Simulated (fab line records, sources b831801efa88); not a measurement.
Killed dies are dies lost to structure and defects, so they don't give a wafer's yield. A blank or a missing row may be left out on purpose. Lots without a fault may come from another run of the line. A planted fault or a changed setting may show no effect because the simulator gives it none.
fab line records | flow sky130
record lots=12 wafers=36 last_day=50
route steps=708 shown PWDE@53 POLY_CUT@318 LI_CONTACT@382 LOCAL_INTERCONNECT@398
lots that met no fault: from a run of the same line without faults
start_h: hours from the record's first day to the start of the lot's first wafer shown | wait_h: hours since the lot's step before | " the same as in the row above | L1.1+2: a row that stands for several wafers | - no value, or no start given | * or withheld: withheld | < > ~ a bound
route shown NAME@n: a module of which the file shows steps, and the number in the route of the first | usual: mean/standard deviation of fault-free wafers | same: alike in all rows | chamber/n: place in a boat | sites: the reading at each site | _std_site: their standard deviation | _edge_site: outer sites' mean less inner sites' | radius_mm: how far each site lies from the wafer's centre | mask NAME#n: copy n | behind: the tool/chamber that last shaped the wafer | hold: why the lot was held/for how many hours/how that ended | device: the transistor (n, p or np) that didn't switch | end of line: the same wafers' tests at the end of the route | a step without rows: its recipe alone | killed: dies lost to structure and defects at the first sort, not the wafer's yield | map: a wafer's dies, x killed, . not, _ none there
set.NAME: the setting as run; set.NAME@STEP: as run at that earlier step | model.NAME: the simulator's own value behind a step, which no gauge read
steps of the route over a sample of lots; a table a step, a row a wafer
services: from which hour (start_h, from the record's first day; less than 0 if before it) a tool's chamber was out of use, for how many hours, and why
## steps
# step SKY_PWDE_IMPLANT_08
# recipe species=B energy_kev=150 dose_cm2=3.6e+12 tilt_deg=withheld
# usual beam_on_s=9.99/0.2 faraday_current_uA=20.3/0.4
# columns lot.wafer tool chamber start_h wait_h beam_on_s faraday_current_uA
L530.1 implanter-03 0 64.56 0.0 9.89 20.5
L530.2 " 0 " " 9.93 20.5
L530.6 " 0 " " 10.01 20.3
L532.1 implanter-03 0 79.31 0.0 10.29 19.8
L532.2 " 0 " " 9.98 20.4
L532.5 " 0 " " 9.54 21.3
L533.2 implanter-03 0 86.29 0.0 9.49 21.3
L533.3 " 0 " " 10.23 19.8
L533.6 " 0 " " 10.15 20.1
L534.1 implanter-01 0 89.92 0.0 9.65 21.0
L534.3 " 0 " " 10.18 19.9
L534.4 " 0 " " 9.84 20.6
L537.3 implanter-03 0 104.27 0.1 14.13 14.3
L537.5 " 0 " " 14.40 14.1
L537.6 " 0 " " 13.75 14.7
L538.1 implanter-03 0 112.32 0.0 14.23 14.2
L538.3 " 0 " " 13.99 14.5
L538.4 " 0 " " 14.60 14.0
L541.1 implanter-03 0 134.46 0.0 14.13 14.4
L541.3 " 0 " " 14.45 14.0
L541.4 " 0 " " 13.97 14.5
L544.1 implanter-02 0 149.82 0.0 9.96 20.5
L544.3 " 0 " " 10.03 20.2
L544.4 " 0 " " 10.13 20.0
L545.1 implanter-02 0 154.02 0.0 10.13 20.0
L545.2 " 0 " " 9.77 20.7
L545.6 " 0 " " 9.78 20.8
L547.2 implanter-02 0 162.69 0.0 9.77 20.9
L547.5 " 0 " " 10.05 20.3
L547.6 " 0 " " 9.90 20.4
L552.2 implanter-01 0 195.59 0.0 9.97 20.3
L552.4 " 0 " " 9.73 20.8
L552.6 " 0 " " 9.84 20.6
L553.2 implanter-01 0 200.58 0.0 10.07 20.2
L553.4 " 0 " " 10.23 19.8
L553.5 " 0 " " 9.89 20.5
# step SKY_PWDE_TW_MEAS_10
# usual PWDE_TW=377.3/2.5
# columns lot.wafer tool chamber start_h wait_h PWDE_TW
L530.1 film_metro-04 - 64.81 0.1 374.0
L530.2 " - " " 374.5
L530.6 " - " " 375.2
L532.1 film_metro-01 - 79.56 0.1 381.1
L532.2 " - " " 382.5
L532.5 " - " " 379.5
L533.2 film_metro-04 - 86.53 0.1 374.2
L533.3 " - " " 377.8
L533.6 " - " " 375.9
L534.1 film_metro-04 - 90.17 0.1 374.3
L534.3 " - " " 374.3
L534.4 " - " " 375.0
L537.3 film_metro-01 - 104.49 0.1 421.7
L537.5 " - " " 419.6
L537.6 " - " " 419.6
L538.1 film_metro-04 - 112.57 0.1 421.6
L538.3 " - " " 420.7
L538.4 " - " " 420.2
L541.1 film_metro-04 - 134.71 0.1 414.8
L541.3 " - " " 417.7
L541.4 " - " " 416.3
L544.1 film_metro-04 - 150.07 0.1 375.8
L544.3 " - " " 373.9
L544.4 " - " " 374.5
L545.1 film_metro-04 - 154.27 0.1 374.0
L545.2 " - " " 376.2
L545.6 " - " " 374.2
L547.2 film_metro-02 - 162.93 0.1 379.3
L547.5 " - " " 378.3
L547.6 " - " " 380.9
L552.2 film_metro-04 - 195.83 0.1 376.0
L552.4 " - " " 378.4
L552.6 " - " " 375.0
L553.2 film_metro-04 - 200.82 0.1 378.0
L553.4 " - " " 376.3
L553.5 " - " " 375.8
# step SKY_NWELL_RS_MEAS_31
# recipe thk_meas_gauge=four-point-probe
# usual PWDE_RS=5277/22
# columns lot.wafer tool chamber start_h wait_h PWDE_RS[ohm/sq]
L530.1 film_metro-04 - 99.76 0.1 5258
L530.2 " - " " 5265
L530.6 " - " " 5250
L532.1 film_metro-01 - 115.81 0.1 5277
L532.2 " - " " 5296
L532.5 " - " " 5274
L533.2 film_metro-04 - 123.14 0.1 5251
L533.3 " - " " 5241
L533.6 " - " " 5242
L534.1 film_metro-01 - 127.67 0.1 5305
L534.3 " - " " 5296
L534.4 " - " " 5283
L537.3 film_metro-01 - 142.85 0.1 4029
L537.5 " - " " 4019
L537.6 " - " " 4034
L538.1 film_metro-02 - 151.97 0.1 3996
L538.3 " - " " 3998
L538.4 " - " " 3984
L541.1 film_metro-02 - 175.16 0.1 3987
L541.3 " - " " 3995
L541.4 " - " " 4009
L544.1 film_metro-01 - 191.93 0.1 5300
L544.3 " - " " 5275
L544.4 " - " " 5302
L545.1 film_metro-02 - 195.92 0.1 5301
L545.2 " - " " 5292
L545.6 " - " " 5302
L547.2 film_metro-01 - 205.73 0.1 5303
L547.5 " - " " 5282
L547.6 " - " " 5293
L552.2 film_metro-02 - 241.73 0.1 5267
L552.4 " - " " 5265
L552.6 " - " " 5269
L553.2 film_metro-01 - 246.88 0.1 5251
L553.4 " - " " 5267
L553.5 " - " " 5283
# step SKY_POLY_CUT_ETCH_11
# recipe target=Si3N4 chemistry=CF4/CH2F2/Ar stop_on=poly-Si source_w=600 bias_w=150 pressure_mtorr=40 cf4_flow_sccm=40 ch2f2_flow_sccm=20 Ar_flow_sccm=150 time_s=42.5 target_depth_a=600
# usual cf4_flow_sccm=40.00/0.11 drypump_motor_current_A=5.6/0.45 oes_product_au=0.829/0.0072 throttle_valve_pct=14.993/0.0094
# columns lot.wafer tool chamber start_h wait_h cf4_flow_sccm drypump_motor_current_A oes_product_au rf_hours_counter_h throttle_valve_pct
L530.1 rie_diel-01 3 551.54 0.0 39.95 5.5 0.825 75 14.985
L530.2 " 0 " " 39.95 5.4 0.838 81 14.990
L530.6 " 1 " " 39.84 5.3 0.830 - 15.005
L532.1 rie_diel-04 3 578.13 0.0 40.03 5.3 0.831 46 14.994
L532.2 " 2 " " 40.09 5.2 0.837 8 14.993
L532.5 " 1 " " 40.04 5.8 0.827 - 14.990
L533.2 rie_diel-03 3 584.58 0.0 39.88 5.5 0.829 12 14.995
L533.3 " 1 " " 40.21 5.5 0.824 3 14.987
L533.6 " 3 " " 39.92 5.5 0.828 - 14.999
L534.1 rie_diel-04 2 598.07 0.0 40.02 5.2 0.829 9 14.992
L534.3 " 3 " " 40.20 5.3 0.833 46 14.995
L534.4 " 1 " " 39.85 5.8 0.830 17 14.991
L537.3 rie_diel-03 2 616.13 0.0 40.12 6.3 0.838 4 14.995
L537.5 " 3 " " 39.96 5.5 0.839 - 15.008
L537.6 " 2 " " 40.13 6.3 0.833 - 14.984
L538.1 rie_diel-04 3 630.57 0.0 40.09 5.3 0.836 47 15.000
L538.3 " 0 " " 40.00 5.1 0.835 60 15.007
L538.4 " 1 " " 39.87 5.8 0.839 18 14.997
L541.1 rie_diel-04 0 658.22 0.0 39.94 5.1 0.830 60 15.014
L541.3 " 2 " " 39.80 5.2 0.832 10 14.978
L541.4 " 1 " " 40.10 5.8 0.829 18 14.999
L544.1 rie_diel-04 3 675.78 0.0 40.04 5.3 0.814 48 14.997
L544.3 " 1 " " 40.05 5.8 0.822 19 14.987
L544.4 " 0 " " 39.92 5.1 0.825 61 14.993
L545.1 rie_diel-04 3 685.72 0.0 40.06 5.3 0.828 49 14.980
L545.2 " 2 " " 40.06 5.2 0.834 11 15.005
L545.6 " 2 " " 40.12 5.2 0.821 - 14.979
L547.2 rie_diel-03 3 695.73 0.0 39.91 5.5 0.834 14 15.003
L547.5 " 1 " " 40.10 5.5 0.841 - 14.990
L547.6 " 2 " " 40.05 6.4 0.819 - 14.993
L552.2 rie_diel-03 1 737.12 0.0 39.96 5.5 0.826 5 14.983
L552.4 " 2 " " 39.95 6.3 0.827 6 15.000
L552.6 " 0 " " 39.87 5.9 0.845 - 14.987
L553.2 rie_diel-04 1 743.77 0.0 40.13 5.7 0.828 21 14.980
L553.4 " 0 " " 40.12 5.1 0.833 - 15.008
L553.5 " 1 " " 40.02 5.8 0.837 - 14.985
# step SKY_LI_CONTACT_SPUTTER_20
# recipe material=TiN target_thk_nm=20 chamber_pressure_pa=5 power_w=4000 time_s=80
# usual throttle_valve_pct=30.0/0.94
# columns lot.wafer tool chamber start_h wait_h throttle_valve_pct
L530.1 pvd_sputter-04 - 669.34 0.0 29.0
L530.2 " - " " 29.6
L530.6 " - " " 31.6
L532.1 pvd_sputter-01 - 695.37 0.0 31.2
L532.2 " - " " 30.0
L532.5 " - " " 30.2
L533.2 pvd_sputter-03 - 700.08 0.0 28.9
L533.3 " - " " 30.3
L533.6 " - " " 29.2
L534.1 pvd_sputter-03 - 714.12 0.0 29.0
L534.3 " - " " 29.1
L534.4 " - " " 30.9
L537.3 pvd_sputter-03 - 732.05 0.0 31.0
L537.5 " - " " 29.1
L537.6 " - " " 30.7
L538.1 pvd_sputter-04 - 745.95 0.0 31.7
L538.3 " - " " 28.9
L538.4 " - " " 29.0
L541.1 pvd_sputter-01 - 772.12 0.0 31.1
L541.3 " - " " 30.5
L541.4 " - " " 30.2
L544.1 pvd_sputter-03 - 788.33 0.0 30.8
L544.3 " - " " 30.6
L544.4 " - " " 28.8
L545.1 pvd_sputter-03 - 797.77 0.0 28.7
L545.2 " - " " 29.2
L545.6 " - " " 29.1
L547.2 pvd_sputter-03 - 807.57 0.0 29.4
L547.5 " - " " 28.9
L547.6 " - " " 28.9
L552.2 pvd_sputter-03 - 845.57 0.0 28.8
L552.4 " - " " 29.1
L552.6 " - " " 31.0
L553.2 pvd_sputter-03 - 851.29 0.0 28.8
L553.4 " - " " 30.5
L553.5 " - " " 28.9
# step SKY_LOCAL_INTERCONNECT_CD_MEAS_11
# recipe target_cd_nm=170
# usual cd_nm=170.0/1.8
# columns lot.wafer tool chamber start_h wait_h cd_nm
L530.1 cd_sem-02 - 698.57 - 168.8
L530.2 " - " " 168.4
L530.6 " - " " 169.1
L532.1 cd_sem-01 - 723.82 - 173.3
L532.2 " - " " 171.4
L532.5 " - " " 174.0
L533.2 cd_sem-02 - 728.65 - 169.6
L533.3 " - " " 170.0
L533.6 " - " " 170.4
L534.1 cd_sem-01 - 743.22 - 168.8
L534.3 " - " " 170.3
L534.4 " - " " 168.9
L537.3 cd_sem-02 - 759.92 - 172.9
L537.5 " - " " 174.3
L537.6 " - " " 174.4
L538.1 cd_sem-02 - 774.08 - 170.0
L538.3 " - " " 170.7
L538.4 " - " " 171.2
L541.1 cd_sem-02 - 799.67 - 171.1
L541.3 " - " " 173.2
L541.4 " - " " 172.6
L544.1 cd_sem-01 - 816.42 - 168.6
L544.3 " - " " 171.1
L544.4 " - " " 169.1
L545.1 cd_sem-02 - 824.27 - 174.0
L545.2 " - " " 174.4
L545.6 " - " " 174.0
L547.2 cd_sem-01 - 834.45 - 169.6
L547.5 " - " " 171.2
L547.6 " - " " 169.8
L552.2 cd_sem-01 - 872.04 - 170.5
L552.4 " - " " 170.8
L552.6 " - " " 166.9
L553.2 cd_sem-01 - 877.99 - 166.9
L553.4 " - " " 167.7
L553.5 " - " " 167.7
## services
# columns tool chamber start_h hours kind
rie_diel-04 0 95.75 6.7 repair
pvd_sputter-03 - 111.80 1.5 repair
rie_diel-04 0 144.70 2.4 repair
implanter-03 - 156.07 3.3 repair
implanter-03 - 165.73 5.3 pm
pvd_sputter-03 - 204.87 2.0 repair
implanter-03 - 216.51 4.9 repair
pvd_sputter-03 - 247.30 6.6 repair
pvd_sputter-03 - 271.50 3.8 repair
rie_diel-04 3 304.56 1.3 repair
pvd_sputter-03 - 311.48 3.2 repair
pvd_sputter-03 - 338.83 4.0 repair
pvd_sputter-03 - 352.74 5.9 repair
pvd_sputter-03 - 363.72 7.6 repair
rie_diel-04 3 496.25 3.6 repair
rie_diel-04 1 513.51 2.3 repair
rie_diel-04 2 515.70 14.8 repair
pvd_sputter-03 - 524.25 3.6 repair
rie_diel-04 2 744.60 1.9 repair
rie_diel-04 - 748.89 14.6 pm
rie_diel-04 0 773.69 5.7 repair
rie_diel-04 0 798.25 3.8 repair
rie_diel-04 1 834.52 3.9 repair
pvd_sputter-03 - 835.45 1.4 repair
## key
first_sign step=SKY_PWDE_IMPLANT_08 reading=beam_on_s direction=up sigmas=21 usual=9.99 struck=14.18
effect step=SKY_PWDE_IMPLANT_08 reading=faraday_current_uA direction=down sigmas=15 usual=20.3 struck=14.3
effect step=SKY_PWDE_TW_MEAS_10 reading=PWDE_TW direction=up sigmas=17 usual=377.3 struck=419.1
effect step=SKY_NWELL_RS_MEAS_31 reading=PWDE_RS direction=down sigmas=59 usual=5277 struck=4006
met_at SKY_PWDE_IMPLANT_08
struck_lots L537,L538,L541
tester_left_out L537,L538,L541
not_acting_at SKY_POLY_CUT_ETCH_11,SKY_LI_CONTACT_SPUTTER_20,SKY_LOCAL_INTERCONNECT_CD_MEAS_11
onset_between 86.29 104.27
fault kind=process_parameter_drift tool=implanter-03 chamber=- onset_h=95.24 steps=SKY_PWDE_IMPLANT_08 channel=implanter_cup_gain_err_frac offset=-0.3 shape=step end_h=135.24
# tester_left_out: of these lots the tester's yield and bins aren't shown, on N5 and GAA mostly nor the transistor test; their killed dies are dies lost to structure and defects alone, not to doping, threshold or leakage, so they don't give the yield
